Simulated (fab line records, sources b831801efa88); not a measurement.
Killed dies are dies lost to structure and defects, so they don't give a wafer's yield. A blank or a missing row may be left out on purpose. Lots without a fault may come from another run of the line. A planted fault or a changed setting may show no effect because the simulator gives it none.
Chamber matching | flow gf180mcu | GF_PASSIVATION_ETCH_11 on rie_diel-04: 4 sister chambers
The step etches the open film in CF4/O2, stops on TiN, target depth 2040 nm, time 453.3 s. 7 wafers are shown with their chamber, then 7 later ones without.

WAFERS WITH THEIR CHAMBER
wafer  | chamber | oes_product_au (a.u.) | throttle_valve_pct (%)
L080.2 | 2       | 0.989                 | 5.973
L084.4 | 1       | 0.995                 | 5.977
L088.1 | 3       | 0.982                 | 5.986
L088.4 | 0       | 0.990                 | 5.975
L088.5 | 3       | 0.984                 | 5.971
L090.1 | 2       | 0.983                 | 5.977
L090.2 | 1       | 0.996                 | 5.970

WAFERS WITHOUT THEIR CHAMBER
wafer  | oes_product_au (a.u.) | throttle_valve_pct (%)
L090.5 | 0.975                 | 5.965
L091.2 | 1.003                 | 5.970
L091.5 | 0.980                 | 5.959
L091.6 | 0.997                 | 5.975
L095.2 | 0.995                 | 5.960
L095.3 | 0.980                 | 5.986
L095.6 | 0.975                 | 5.969

WHICH CHAMBER EACH WENT THROUGH
wafer  | from the rows above          | in truth
L090.5 | can't be placed: 3 or 2      | 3
L091.2 | 1                            | 1
L091.5 | can't be placed: 3 or 2 or 0 | 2
L091.6 | 1                            | 1
L095.2 | can't be placed: 1 or 0      | 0
L095.3 | can't be placed: 3 or 2      | 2
L095.6 | can't be placed: 3 or 2      | 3
Placed correctly: 2 of 7. Can't be placed from these rows: 5 (the true chamber is among the candidates in 5). Placed wrongly: 0.
How it was worked out, from the rows above alone: a wafer's distance from a chamber is the root of the sum, over the readings, of the square of ((its reading less the chamber's mean) divided by the reading's scatter). The wafer belongs to the nearest chamber; if the next one is less than 2 further off, it can't be placed. A chamber's mean is the mean of its shown wafers. The scatter: the root of (the sum of the squares of (reading less its chamber's mean) over the shown wafers, divided by (wafers less chambers)).
